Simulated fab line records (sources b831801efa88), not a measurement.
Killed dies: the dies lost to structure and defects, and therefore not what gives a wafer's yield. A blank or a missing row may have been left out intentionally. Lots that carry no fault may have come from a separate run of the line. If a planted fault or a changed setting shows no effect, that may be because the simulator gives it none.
fab line records -- flow sky130 -- part 1 of 2: steps 1 to 42 of 43
[record] lots = 6, wafers = 18, last_day = 49
route steps=708 shown POLY_CUT@317 SD_P@320 RES_XHIGH@332 SD_N@342 PAD_OPEN@708
lots untouched by any fault: they come from a run of this same line in which no faults occurred
start_h: hours from the record's opening day to when the first of the lot's shown wafers began -- wait_h: hours since the lot's step before -- " the same as in the row above -- L1.1+2: a single row standing in for several wafers -- - value missing, or start not given -- * or withheld: withheld -- < > ~ a bound
route shown NAME@n: names a module that has steps shown in the file, with the first one's number in the route -- usual: mean/standard deviation taken from wafers without a fault -- same: alike in all rows -- chamber/n: place in a boat -- sites: the reading at each site -- _std_site: the standard deviation of these -- _edge_site: mean of outer sites minus mean of inner sites -- radius_mm: for every site, how far away it sits from the centre of the wafer -- mask NAME#n: copy n -- behind: tool/chamber where the wafer was last shaped -- hold: why the lot was held/for how many hours/how that ended -- device: whichever transistor did not switch (one of n, p or np) -- end of line: tests run on the same wafers once the route is complete -- a step without rows: its recipe alone -- killed: at the first sort, the dies lost to defects and structure; wafer yield is something else -- map: per-die view of a wafer (x killed, . not killed, _ where there is no die)
set.NAME: setting as actually run; set.NAME@STEP: the setting as run at that earlier step -- model.NAME: the simulator's own value behind a step, which no gauge read
a table for each step, a row for each wafer; lots at some steps of the route
services: from which hour (start_h, from the record's first day; less than 0 if before it) a tool's chamber was out of use, for how many hours, and why
[[steps]]
[step SKY_POLY_CUT_ETCH_10]
[recipe] chemistry = N2/H2, target = BARC, ion_energy_ev = 200, source_w = 500, bias_w = 100, pressure_mtorr = 30, n2_flow_sccm = 100, h2_flow_sccm = 200, stop_on = SiO2, time_s = 45.9, target_depth_a = 600
[usual] drypump_motor_current_A = 5.7/0.4, oes_product_au = 0.855/0.0049, rf_fwd_power_W = 495.3/2, throttle_valve_pct = 13.224/0.0085
lot.wafer,tool,chamber,start_h,wait_h,drypump_motor_current_A,oes_product_au,rf_fwd_power_W,rf_hours_counter_h,throttle_valve_pct
L989.3,rie_diel-02,2,589.40,0.0,5.6,0.858,498.2,-,13.218
L989.5,rie_diel-02,1,589.40,0.0,5.5,0.853,497.5,-,13.211
L989.6,rie_diel-02,2,589.40,0.0,5.6,0.849,495.8,-,13.238
L991.1,rie_diel-02,0,602.13,0.0,6.6,0.850,497.2,0,13.228
L991.5,rie_diel-02,2,602.13,0.0,5.6,0.858,498.3,-,13.230
L991.6,rie_diel-02,1,602.13,0.0,5.5,0.866,495.8,-,13.235
L996.2,rie_diel-03,1,646.34,0.0,6.2,0.859,494.9,11,13.226
L996.5,rie_diel-03,3,646.34,0.0,5.3,0.859,492.8,-,13.221
L996.6,rie_diel-03,2,646.34,0.0,5.8,0.851,492.7,-,13.226
L999.1,rie_diel-03,1,669.33,0.0,6.2,0.866,494.2,11,13.217
L999.4,rie_diel-03,0,669.33,0.0,5.2,0.857,491.9,43,13.227
L999.6,rie_diel-03,2,669.33,0.0,5.8,0.852,492.8,-,13.233
L101.1,rie_diel-02,3,687.63,0.0,5.7,0.860,494.1,16,13.227
L101.2,rie_diel-02,2,687.63,0.0,5.6,0.853,494.4,8,13.218
L101.3,rie_diel-02,1,687.63,0.0,5.5,0.857,495.4,16,13.217
L104.2,rie_diel-03,1,713.34,0.0,6.2,0.858,493.7,12,13.221
L104.3,rie_diel-03,2,713.34,0.0,5.8,0.850,494.8,51,13.230
L104.5,rie_diel-03,0,713.34,0.0,5.3,0.852,493.3,-,13.212
[step SKY_POLY_CUT_ETCH_11]
[recipe] target = Si3N4, chemistry = CF4/CH2F2/Ar, stop_on = poly-Si, source_w = 600, bias_w = 150, pressure_mtorr = 40, cf4_flow_sccm = 40, ch2f2_flow_sccm = 20, Ar_flow_sccm = 150, time_s = 42.5, target_depth_a = 600
[step SKY_POLY_CUT_STRIP_12]
[recipe] chemistry = O2/N2, power_w = 1400, pressure_mtorr = 1500, platen_temp_c = withheld, o2_flow_sccm = 3000, n2_flow_sccm = 300, overash_fraction = 0.5
[usual] drypump_motor_current_A = 5.7/0.63, oes_product_au = 0.452/0.0044, strip_time_to_endpoint_s = 5.362/0.019
[same] overash_fraction = 0.5
lot.wafer,tool,chamber,start_h,wait_h,drypump_motor_current_A,oes_product_au,rf_hours_counter_h,strip_time_to_endpoint_s
L989.3,plasma_asher-02,1,589.54,0.1,5.5,0.447,-,5.382
L989.5,plasma_asher-02,1,589.54,0.1,5.5,0.452,-,5.327
L989.6,plasma_asher-02,0,589.54,0.1,6.4,0.450,-,5.366
L991.1,plasma_asher-04,1,602.21,0.0,5.4,0.455,17,5.376
L991.5,plasma_asher-04,0,602.21,0.0,5.0,0.462,-,5.361
L991.6,plasma_asher-04,1,602.21,0.0,5.4,0.451,-,5.355
L996.2,plasma_asher-03,0,646.42,0.0,6.5,0.451,85,5.386
L996.5,plasma_asher-03,1,646.42,0.0,4.9,0.449,-,5.365
L996.6,plasma_asher-03,0,646.42,0.0,6.5,0.452,-,5.369
L999.1,plasma_asher-03,0,669.42,0.0,6.5,0.456,87,5.364
L999.4,plasma_asher-03,1,669.42,0.0,4.9,0.450,-,5.381
L999.6,plasma_asher-03,0,669.42,0.0,6.5,0.454,-,5.349
L101.1,plasma_asher-03,0,687.71,0.0,6.5,0.459,89,5.377
L101.2,plasma_asher-03,1,687.71,0.0,4.9,0.447,89,5.373
L101.3,plasma_asher-03,0,687.71,0.0,6.5,0.451,-,5.369
L104.2,plasma_asher-03,1,713.42,0.0,4.9,0.451,92,5.376
L104.3,plasma_asher-03,0,713.42,0.0,6.5,0.455,-,5.379
L104.5,plasma_asher-03,1,713.42,0.0,5.0,0.451,-,5.370
[step SKY_SD_P_DEHYDRATE_00]
[recipe] temp_c = 200, time_s = 60
[step SKY_SD_P_HMDS_01]
[recipe] prime_time_s = 60, prime_temp_c = 120
[step SKY_SD_P_COAT_02]
[recipe] resist = NOVOLAK, spin_rpm = 3000, resist_thk_nm = 1140
[step SKY_SD_P_SOFTBAKE_03]
[recipe] temp_c = 90, time_s = 60, resist = NOVOLAK
[step SKY_SD_P_EXPOSE_04]
[recipe] mask_id = PSDM, na = 0.6, source_shape = conventional, sigma_outer = 0.6, polarization = unpolarized, target_cd_nm = 380, dose_mj = 138
[step SKY_SD_P_PEB_05]
[recipe] temp_c = withheld, time_s = *, resist = NOVOLAK
[step SKY_SD_P_DEVELOP_06]
[recipe] resist = NOVOLAK, developer = TMAH, develop_time_s = 60, dev_temp_c = 23
[step SKY_SD_P_CD_MEAS_07]
[recipe] target_cd_nm = 380
[usual] cd_nm = 378.2/2.6
lot.wafer,tool,chamber,start_h,wait_h,cd_nm
L989.3,cd_sem-02,-,619.22,0.1,382.9
L989.5,cd_sem-02,-,619.22,0.1,381.4
L989.6,cd_sem-02,-,619.22,0.1,381.4
L991.1,cd_sem-02,-,630.42,0.1,381.0
L991.5,cd_sem-02,-,630.42,0.1,379.0
L991.6,cd_sem-02,-,630.42,0.1,376.5
L996.2,cd_sem-01,-,674.43,0.1,374.2
L996.5,cd_sem-01,-,674.43,0.1,374.5
L996.6,cd_sem-01,-,674.43,0.1,374.7
L999.1,cd_sem-01,-,697.23,0.1,378.2
L999.4,cd_sem-01,-,697.23,0.1,378.2
L999.6,cd_sem-01,-,697.23,0.1,377.0
L101.1,cd_sem-02,-,715.72,0.1,377.8
L101.2,cd_sem-02,-,715.72,0.1,380.0
L101.3,cd_sem-02,-,715.72,0.1,379.1
L104.2,cd_sem-02,-,740.49,0.1,379.6
L104.3,cd_sem-02,-,740.49,0.1,378.5
L104.5,cd_sem-02,-,740.49,0.1,379.1
[step SKY_SD_P_OVL_MEAS_08]
[usual] SD_P_OVL = 0.7/1.4
lot.wafer,tool,chamber,start_h,wait_h,SD_P_OVL[nm]
L989.3,overlay-01,-,619.31,0.1,3.6
L989.5,overlay-01,-,619.31,0.1,2.7
L989.6,overlay-01,-,619.31,0.1,1.8
L991.1,overlay-02,-,630.54,0.1,0.1
L991.5,overlay-02,-,630.54,0.1,0.5
L991.6,overlay-02,-,630.54,0.1,-1.0
L996.2,overlay-02,-,674.54,0.1,0.4
L996.5,overlay-02,-,674.54,0.1,-2.2
L996.6,overlay-02,-,674.54,0.1,0.0
L999.1,overlay-02,-,697.35,0.1,0.4
L999.4,overlay-02,-,697.35,0.1,0.8
L999.6,overlay-02,-,697.35,0.1,-0.5
L101.1,overlay-02,-,715.84,0.1,1.8
L101.2,overlay-02,-,715.84,0.1,1.7
L101.3,overlay-02,-,715.84,0.1,1.8
L104.2,overlay-01,-,740.60,0.1,-0.5
L104.3,overlay-01,-,740.60,0.1,-0.3
L104.5,overlay-01,-,740.60,0.1,-0.3
[step SKY_SD_P_IMPLANT_09]
[recipe] species = BF2, energy_kev = 20, dose_cm2 = 2.946e+15, tilt_deg = 0
[usual] beam_energy_keV = 19.999/0.0059
lot.wafer,tool,chamber,start_h,wait_h,beam_energy_keV,model.implant.rp_nm,model.implant.drp_nm
L989.3,implanter-01,0,619.38,0.1,19.991,17.43,9.746
L989.5,implanter-01,0,619.38,0.1,19.998,17.43,9.746
L989.6,implanter-01,0,619.38,0.1,19.989,17.43,9.746
L991.1,implanter-02,0,630.58,0.0,19.992,17.4,9.746
L991.5,implanter-02,0,630.58,0.0,19.997,17.4,9.746
L991.6,implanter-02,0,630.58,0.0,19.991,17.4,9.746
L996.2,implanter-01,0,674.60,0.0,21.217,18.39,10.16
L996.5,implanter-01,0,674.60,0.0,21.209,18.39,10.16
L996.6,implanter-01,0,674.60,0.0,21.206,18.39,10.16
L999.1,implanter-01,0,697.38,0.0,21.207,18.28,10.16
L999.4,implanter-01,0,697.38,0.0,21.214,18.28,10.16
L999.6,implanter-01,0,697.38,0.0,21.209,18.28,10.16
L101.1,implanter-02,0,715.88,0.0,20.000,17.78,9.746
L101.2,implanter-02,0,715.88,0.0,19.996,17.78,9.746
L101.3,implanter-02,0,715.88,0.0,19.996,17.78,9.746
L104.2,implanter-03,0,740.66,0.0,19.996,17.51,9.746
L104.3,implanter-03,0,740.66,0.0,20.005,17.51,9.746
L104.5,implanter-03,0,740.66,0.0,19.997,17.51,9.746
[step SKY_SD_P_STRIP_10]
[recipe] chemistry = O2/N2, power_w = 1400, pressure_mtorr = 1500, platen_temp_c = withheld, o2_flow_sccm = 3000, n2_flow_sccm = 300, overash_fraction = 0.5
[usual] drypump_motor_current_A = 5.4/0.54, oes_product_au = 0.618/0.0051, strip_time_to_endpoint_s = 17.46/0.045
[same] overash_fraction = 0.5
lot.wafer,tool,chamber,start_h,wait_h,drypump_motor_current_A,oes_product_au,rf_hours_counter_h,strip_time_to_endpoint_s
L989.3,plasma_asher-01,0,619.52,0.1,4.9,0.606,-,17.51
L989.5,plasma_asher-01,1,619.52,0.1,5.6,0.617,-,17.49
L989.6,plasma_asher-01,0,619.52,0.1,4.9,0.614,-,17.49
L991.1,plasma_asher-01,0,630.73,0.1,4.9,0.624,48,17.49
L991.5,plasma_asher-01,1,630.73,0.1,5.5,0.618,-,17.48
L991.6,plasma_asher-01,0,630.73,0.1,4.9,0.617,-,17.51
L996.2,plasma_asher-04,0,674.72,0.1,5.0,0.605,24,17.58
L996.5,plasma_asher-04,1,674.72,0.1,5.4,0.613,-,17.64
L996.6,plasma_asher-04,0,674.72,0.1,5.0,0.608,-,17.61
L999.1,plasma_asher-04,1,697.53,0.1,5.4,0.614,26,17.59
L999.4,plasma_asher-04,0,697.53,0.1,5.0,0.611,-,17.66
L999.6,plasma_asher-04,0,697.53,0.1,5.0,0.614,-,17.63
L101.1,plasma_asher-04,1,716.03,0.1,5.4,0.619,28,17.44
L101.2,plasma_asher-04,0,716.03,0.1,5.0,0.616,28,17.50
L101.3,plasma_asher-04,0,716.03,0.1,5.0,0.620,-,17.47
L104.2,plasma_asher-01,0,740.78,0.1,4.9,0.617,60,17.45
L104.3,plasma_asher-01,0,740.78,0.1,4.9,0.614,-,17.42
L104.5,plasma_asher-01,1,740.78,0.1,5.6,0.622,-,17.45
[step SKY_SD_P_TW_MEAS_11]
[usual] SD_P_TW = 2823/19
lot.wafer,tool,chamber,start_h,wait_h,SD_P_TW
L989.3,film_metro-04,-,619.60,0.1,2830
L989.5,film_metro-04,-,619.60,0.1,2815
L989.6,film_metro-04,-,619.60,0.1,2819
L991.1,film_metro-02,-,630.83,0.1,2816
L991.5,film_metro-02,-,630.83,0.1,2810
L991.6,film_metro-02,-,630.83,0.1,2803
L996.2,film_metro-03,-,674.83,0.1,2873
L996.5,film_metro-03,-,674.83,0.1,2887
L996.6,film_metro-03,-,674.83,0.1,2884
L999.1,film_metro-02,-,697.63,0.1,2864
L999.4,film_metro-02,-,697.63,0.1,2870
L999.6,film_metro-02,-,697.63,0.1,2863
L101.1,film_metro-03,-,716.13,0.1,2827
L101.2,film_metro-03,-,716.13,0.1,2809
L101.3,film_metro-03,-,716.13,0.1,2822
L104.2,film_metro-04,-,740.89,0.1,2855
L104.3,film_metro-04,-,740.89,0.1,2835
L104.5,film_metro-04,-,740.89,0.1,2859
[step SKY_RES_XHIGH_DEHYDRATE_00]
[recipe] temp_c = 200, time_s = 60
[step SKY_RES_XHIGH_HMDS_01]
[recipe] prime_time_s = 60, prime_temp_c = 120
[step SKY_RES_XHIGH_COAT_02]
[recipe] resist = NOVOLAK, spin_rpm = 3000, resist_thk_nm = 1140
[step SKY_RES_XHIGH_SOFTBAKE_03]
[recipe] temp_c = 90, time_s = 60, resist = NOVOLAK
[step SKY_RES_XHIGH_EXPOSE_04]
[recipe] mask_id = URPM, na = 0.6, source_shape = conventional, sigma_outer = 0.6, polarization = unpolarized, target_cd_nm = 1270, dose_mj = 140
[step SKY_RES_XHIGH_PEB_05]
[recipe] temp_c = withheld, time_s = *, resist = NOVOLAK
[step SKY_RES_XHIGH_DEVELOP_06]
[recipe] resist = NOVOLAK, developer = TMAH, develop_time_s = 60, dev_temp_c = 23
[step SKY_RES_XHIGH_IMPLANT_07]
[recipe] species = BF2, energy_kev = 20, dose_cm2 = 3.6e+14, tilt_deg = 0
[step SKY_RES_XHIGH_STRIP_08]
[recipe] chemistry = O2/N2, power_w = 1400, pressure_mtorr = 1500, platen_temp_c = withheld, o2_flow_sccm = 3000, n2_flow_sccm = 300, overash_fraction = 0.5
[usual] drypump_motor_current_A = 5.4/0.46, oes_product_au = 0.711/0.0044, strip_time_to_endpoint_s = 14.27/0.037
[same] overash_fraction = 0.5
lot.wafer,tool,chamber,start_h,wait_h,drypump_motor_current_A,oes_product_au,rf_hours_counter_h,strip_time_to_endpoint_s
L989.3,plasma_asher-04,0,648.27,0.1,5.0,0.700,-,14.27
L989.5,plasma_asher-04,0,648.27,0.1,5.0,0.718,-,14.25
L989.6,plasma_asher-04,1,648.27,0.1,5.4,0.715,-,14.31
L991.1,plasma_asher-01,0,661.23,0.1,4.9,0.710,51,14.32
L991.5,plasma_asher-01,1,661.23,0.1,5.6,0.711,-,14.31
L991.6,plasma_asher-01,0,661.23,0.1,4.9,0.707,-,14.31
L996.2,plasma_asher-04,0,702.66,0.1,5.0,0.709,27,14.20
L996.5,plasma_asher-04,1,702.66,0.1,5.4,0.707,-,14.23
L996.6,plasma_asher-04,0,702.66,0.1,5.0,0.707,-,14.28
L999.1,plasma_asher-02,1,725.31,0.1,5.5,0.713,99,14.30
L999.4,plasma_asher-02,0,725.31,0.1,6.5,0.717,-,14.30
L999.6,plasma_asher-02,0,725.31,0.1,6.5,0.714,-,14.35
L101.1,plasma_asher-04,1,742.61,0.1,5.4,0.713,31,14.24
L101.2,plasma_asher-04,0,742.61,0.1,5.0,0.712,31,14.31
L101.3,plasma_asher-04,1,742.61,0.1,5.4,0.710,-,14.34
L104.2,plasma_asher-01,0,767.28,0.1,4.9,0.709,63,14.27
L104.3,plasma_asher-01,0,767.28,0.1,4.9,0.712,-,14.35
L104.5,plasma_asher-01,0,767.28,0.1,4.9,0.714,-,14.29
[step SKY_RES_XHIGH_TW_MEAS_09]
[usual] RES_XHIGH_TW = 1643/9.8
lot.wafer,tool,chamber,start_h,wait_h,RES_XHIGH_TW
L989.3,film_metro-03,-,648.35,0.1,1644
L989.5,film_metro-03,-,648.35,0.1,1642
L989.6,film_metro-03,-,648.35,0.1,1641
L991.1,film_metro-03,-,661.33,0.1,1633
L991.5,film_metro-03,-,661.33,0.1,1646
L991.6,film_metro-03,-,661.33,0.1,1637
L996.2,film_metro-03,-,702.77,0.1,1637
L996.5,film_metro-03,-,702.77,0.1,1647
L996.6,film_metro-03,-,702.77,0.1,1645
L999.1,film_metro-03,-,725.41,0.1,1629
L999.4,film_metro-03,-,725.41,0.1,1649
L999.6,film_metro-03,-,725.41,0.1,1642
L101.1,film_metro-02,-,742.71,0.1,1646
L101.2,film_metro-02,-,742.71,0.1,1645
L101.3,film_metro-02,-,742.71,0.1,1648
L104.2,film_metro-03,-,767.39,0.1,1640
L104.3,film_metro-03,-,767.39,0.1,1638
L104.5,film_metro-03,-,767.39,0.1,1643
[step SKY_SD_N_DEHYDRATE_00]
[recipe] temp_c = 200, time_s = 60
[step SKY_SD_N_HMDS_01]
[recipe] prime_time_s = 60, prime_temp_c = 120
[step SKY_SD_N_COAT_02]
[recipe] resist = NOVOLAK, spin_rpm = 3000, resist_thk_nm = 1140
[step SKY_SD_N_SOFTBAKE_03]
[recipe] temp_c = 90, time_s = 60, resist = NOVOLAK
[step SKY_SD_N_EXPOSE_04]
[recipe] mask_id = NSDM, na = 0.6, source_shape = conventional, sigma_outer = 0.6, polarization = unpolarized, target_cd_nm = 380, dose_mj = 141
[step SKY_SD_N_PEB_05]
[recipe] temp_c = withheld, time_s = *, resist = NOVOLAK
[step SKY_SD_N_DEVELOP_06]
[recipe] resist = NOVOLAK, developer = TMAH, develop_time_s = 60, dev_temp_c = 23
[step SKY_SD_N_CD_MEAS_07]
[recipe] target_cd_nm = 380
[usual] cd_nm = 378.5/2.8
lot.wafer,tool,chamber,start_h,wait_h,cd_nm
L989.3,cd_sem-01,-,677.05,0.1,376.2
L989.5,cd_sem-01,-,677.05,0.1,376.4
L989.6,cd_sem-01,-,677.05,0.1,374.1
L991.1,cd_sem-02,-,689.03,0.1,376.4
L991.5,cd_sem-02,-,689.03,0.1,379.1
L991.6,cd_sem-02,-,689.03,0.1,378.7
L996.2,cd_sem-01,-,729.74,0.1,380.5
L996.5,cd_sem-01,-,729.74,0.1,379.4
L996.6,cd_sem-01,-,729.74,0.1,381.3
L999.1,cd_sem-02,-,753.01,0.1,380.5
L999.4,cd_sem-02,-,753.01,0.1,378.5
L999.6,cd_sem-02,-,753.01,0.1,378.1
L101.1,cd_sem-02,-,769.89,0.1,374.4
L101.2,cd_sem-02,-,769.89,0.1,374.3
L101.3,cd_sem-02,-,769.89,0.1,376.7
L104.2,cd_sem-02,-,794.03,0.1,378.9
L104.3,cd_sem-02,-,794.03,0.1,378.4
L104.5,cd_sem-02,-,794.03,0.1,375.2
[step SKY_SD_N_OVL_MEAS_08]
[usual] SD_N_OVL = -0.1/1.3
lot.wafer,tool,chamber,start_h,wait_h,SD_N_OVL[nm]
L989.3,overlay-02,-,677.15,0.1,-0.5
L989.5,overlay-02,-,677.15,0.1,-1.1
L989.6,overlay-02,-,677.15,0.1,-1.2
L991.1,overlay-02,-,689.15,0.1,-1.5
L991.5,overlay-02,-,689.15,0.1,-0.6
L991.6,overlay-02,-,689.15,0.1,-2.4
L996.2,overlay-02,-,729.85,0.1,2.1
L996.5,overlay-02,-,729.85,0.1,1.7
L996.6,overlay-02,-,729.85,0.1,-1.5
L999.1,overlay-02,-,753.13,0.1,-0.5
L999.4,overlay-02,-,753.13,0.1,-2.1
L999.6,overlay-02,-,753.13,0.1,0.3
L101.1,overlay-02,-,770.01,0.1,0.8
L101.2,overlay-02,-,770.01,0.1,0.2
L101.3,overlay-02,-,770.01,0.1,0.3
L104.2,overlay-01,-,794.14,0.1,0.3
L104.3,overlay-01,-,794.14,0.1,1.6
L104.5,overlay-01,-,794.14,0.1,1.8
[step SKY_SD_N_IMPLANT_09]
[recipe] species = As, energy_kev = 50, dose_cm2 = 4e+15, tilt_deg = 0
[step SKY_SD_N_IMPLANT_10]
[recipe] species = P, energy_kev = 20, dose_cm2 = 1e+14, tilt_deg = 0
[step SKY_SD_N_STRIP_11]
[recipe] chemistry = O2/N2, power_w = 1400, pressure_mtorr = 1500, platen_temp_c = withheld, o2_flow_sccm = 3000, n2_flow_sccm = 300, overash_fraction = 0.5
[usual] drypump_motor_current_A = 5.6/0.62, oes_product_au = 0.527/0.0043, strip_time_to_endpoint_s = 22.57/0.044
[same] overash_fraction = 0.5
lot.wafer,tool,chamber,start_h,wait_h,drypump_motor_current_A,oes_product_au,rf_hours_counter_h,strip_time_to_endpoint_s
L989.3,plasma_asher-01,1,677.50,0.1,5.6,0.521,-,22.54
L989.5,plasma_asher-01,1,677.50,0.1,5.6,0.531,-,22.63
L989.6,plasma_asher-01,0,677.50,0.1,4.9,0.529,-,22.64
L991.1,plasma_asher-02,0,689.49,0.1,6.5,0.529,96,22.56
L991.5,plasma_asher-02,0,689.49,0.1,6.4,0.530,-,22.52
L991.6,plasma_asher-02,1,689.49,0.1,5.5,0.527,-,22.62
L996.2,plasma_asher-01,1,730.18,0.1,5.6,0.522,59,22.65
L996.5,plasma_asher-01,0,730.18,0.1,4.9,0.522,-,22.59
L996.6,plasma_asher-01,1,730.18,0.1,5.6,0.526,-,22.61
L999.1,plasma_asher-02,1,753.47,0.1,5.5,0.527,1,22.52
L999.4,plasma_asher-02,1,753.47,0.1,5.5,0.529,-,22.51
L999.6,plasma_asher-02,1,753.47,0.1,5.5,0.528,-,22.51
L101.1,plasma_asher-03,0,770.34,0.1,6.5,0.529,98,22.60
L101.2,plasma_asher-03,1,770.34,0.1,4.9,0.528,98,22.64
L101.3,plasma_asher-03,1,770.34,0.1,4.9,0.526,-,22.61
L104.2,plasma_asher-02,0,794.47,0.1,6.5,0.526,5,22.62
L104.3,plasma_asher-02,1,794.47,0.1,5.5,0.526,-,22.66
L104.5,plasma_asher-02,1,794.47,0.1,5.5,0.520,-,22.59
[step SKY_SD_N_TW_MEAS_12]
[usual] SD_N_TW = 3998/31
lot.wafer,tool,chamber,start_h,wait_h,SD_N_TW
L989.3,film_metro-02,-,677.59,0.1,3971
L989.5,film_metro-02,-,677.59,0.1,3949
L989.6,film_metro-02,-,677.59,0.1,3947
L991.1,film_metro-02,-,689.59,0.1,3949
L991.5,film_metro-02,-,689.59,0.1,3959
L991.6,film_metro-02,-,689.59,0.1,3970
L996.2,film_metro-02,-,730.29,0.1,4002
L996.5,film_metro-02,-,730.29,0.1,4007
L996.6,film_metro-02,-,730.29,0.1,3991
L999.1,film_metro-03,-,753.57,0.1,4015
L999.4,film_metro-03,-,753.57,0.1,3995
L999.6,film_metro-03,-,753.57,0.1,3990
L101.1,film_metro-04,-,770.44,0.1,4053
L101.2,film_metro-04,-,770.44,0.1,4033
L101.3,film_metro-04,-,770.44,0.1,4034
L104.2,film_metro-03,-,794.58,0.1,3967
L104.3,film_metro-03,-,794.58,0.1,3963
L104.5,film_metro-03,-,794.58,0.1,3963
[step SKY_SD_N_CLEAN_13]
[recipe] chemistry = SC1/SC2, mix = 1:4:20, temp_c = 70, time_s = 150, dry = n2_spin
[step SKY_SD_N_RTA_14]
[recipe] temp_c = 1075, time_s = 2, idle_temp_c = 650, ramp_up_c_per_s = 150, ramp_down_c_per_s = 90, ambient = N2
[usual] lamp_power_pct = 15.73/0.052, wafer_temp_C_max = 1078.0/1.2
lot.wafer,tool,chamber,start_h,wait_h,lamp_power_pct,wafer_temp_C_max
L989.3,rtp_anneal-02,0,677.70,0.0,15.74,1078.3
L989.5,rtp_anneal-02,0,677.70,0.0,15.80,1077.0
L989.6,rtp_anneal-02,0,677.70,0.0,15.72,1077.7
L991.1,rtp_anneal-02,0,689.70,0.0,15.61,1077.8
L991.5,rtp_anneal-02,0,689.70,0.0,15.73,1077.4
L991.6,rtp_anneal-02,0,689.70,0.0,15.75,1079.8
L996.2,rtp_anneal-01,0,730.40,0.0,15.73,1079.8
L996.5,rtp_anneal-01,0,730.40,0.0,15.73,1076.9
L996.6,rtp_anneal-01,0,730.40,0.0,15.66,1078.3
L999.1,rtp_anneal-02,0,753.68,0.0,15.72,1078.4
L999.4,rtp_anneal-02,0,753.68,0.0,15.79,1076.1
L999.6,rtp_anneal-02,0,753.68,0.0,15.81,1077.5
L101.1,rtp_anneal-02,0,770.55,0.0,15.82,1077.8
L101.2,rtp_anneal-02,0,770.55,0.0,15.76,1078.3
L101.3,rtp_anneal-02,0,770.55,0.0,15.70,1078.8
L104.2,rtp_anneal-01,0,794.69,0.0,15.81,1077.4
L104.3,rtp_anneal-01,0,794.69,0.0,15.75,1078.9
L104.5,rtp_anneal-01,0,794.69,0.0,15.73,1077.6
[step SKY_SD_N_RS_MEAS_16]
[recipe] thk_meas_gauge = four-point-probe
[usual] SD_N_RS = 68.63/0.11
lot.wafer,tool,chamber,start_h,wait_h,SD_N_RS[ohm/sq]
L989.3,film_metro-04,-,677.90,0.1,68.56
L989.5,film_metro-04,-,677.90,0.1,68.57
L989.6,film_metro-04,-,677.90,0.1,68.52
L991.1,film_metro-04,-,689.87,0.1,68.58
L991.5,film_metro-04,-,689.87,0.1,68.49
L991.6,film_metro-04,-,689.87,0.1,68.65
L996.2,film_metro-02,-,730.58,0.1,68.65
L996.5,film_metro-02,-,730.58,0.1,68.53
L996.6,film_metro-02,-,730.58,0.1,68.53
L999.1,film_metro-02,-,753.85,0.1,68.40
L999.4,film_metro-02,-,753.85,0.1,68.49
L999.6,film_metro-02,-,753.85,0.1,68.43
L101.1,film_metro-02,-,770.72,0.1,68.65
L101.2,film_metro-02,-,770.72,0.1,68.69
L101.3,film_metro-02,-,770.72,0.1,68.49
L104.2,film_metro-02,-,794.87,0.1,68.52
L104.3,film_metro-02,-,794.87,0.1,68.75
L104.5,film_metro-02,-,794.87,0.1,68.59
[step SKY_SD_N_RS_MEAS_17]
[recipe] thk_meas_gauge = four-point-probe
[usual] SD_P_RS = 147.5/0.37
lot.wafer,tool,chamber,start_h,wait_h,SD_P_RS[ohm/sq]
L989.3,film_metro-04,-,678.02,0.1,147.3
L989.5,film_metro-04,-,678.02,0.1,147.0
L989.6,film_metro-04,-,678.02,0.1,147.2
L991.1,film_metro-04,-,689.99,0.1,147.0
L991.5,film_metro-04,-,689.99,0.1,146.7
L991.6,film_metro-04,-,689.99,0.1,146.8
L996.2,film_metro-02,-,730.70,0.1,143.7
L996.5,film_metro-02,-,730.70,0.1,143.0
L996.6,film_metro-02,-,730.70,0.1,143.9
L999.1,film_metro-02,-,753.97,0.1,143.1
L999.4,film_metro-02,-,753.97,0.1,143.1
L999.6,film_metro-02,-,753.97,0.1,143.3
L101.1,film_metro-02,-,770.84,0.1,147.6
L101.2,film_metro-02,-,770.84,0.1,148.0
L101.3,film_metro-02,-,770.84,0.1,147.7
L104.2,film_metro-02,-,794.99,0.1,147.8
L104.3,film_metro-02,-,794.99,0.1,147.6
L104.5,film_metro-02,-,794.99,0.1,147.6
[[key]]
[first_sign] step = SKY_SD_P_IMPLANT_09, reading = beam_energy_keV, direction = up, sigmas = 99+, usual = *, struck = *
[effect] step = SKY_SD_P_STRIP_10, reading = strip_time_to_endpoint_s, direction = up, sigmas = 3.4, usual = *, struck = *
[effect] step = SKY_SD_P_TW_MEAS_11, reading = SD_P_TW, direction = up, sigmas = 2.7, usual = 2823, struck = 2874
[effect] step = SKY_SD_N_RS_MEAS_17, reading = SD_P_RS, direction = down, sigmas = 11, usual = 147.5, struck = 143.3
[model_effect] step = SKY_SD_P_IMPLANT_09, value = implant.rp_nm, without = 17.52, struck = 18.33
[model_effect] step = SKY_PAD_OPEN_PROBE_99, value = etest.res_pdiff_hv.rs_ohm_sq, without = 191.1, struck = 186.1
met_at SKY_SD_P_IMPLANT_09
struck_wafers L996.2,L996.5,L996.6,L999.1,L999.4,L999.6
tester_left_out L996,L999
onset_between 619.38 674.60
[fault] kind = process_parameter_drift, tool = implanter-01, chamber = -, onset_h = 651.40, steps = SKY_SD_P_IMPLANT_09, channel = energy_kev, offset = *, shape = step, end_h = 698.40, acts_in = *, stated = *
// tester_left_out: of these lots the tester's yield and bins aren't shown, on N5 and GAA mostly nor the transistor test; their killed dies are dies lost to structure and defects alone, not to doping, threshold or leakage, so they don't give the yield
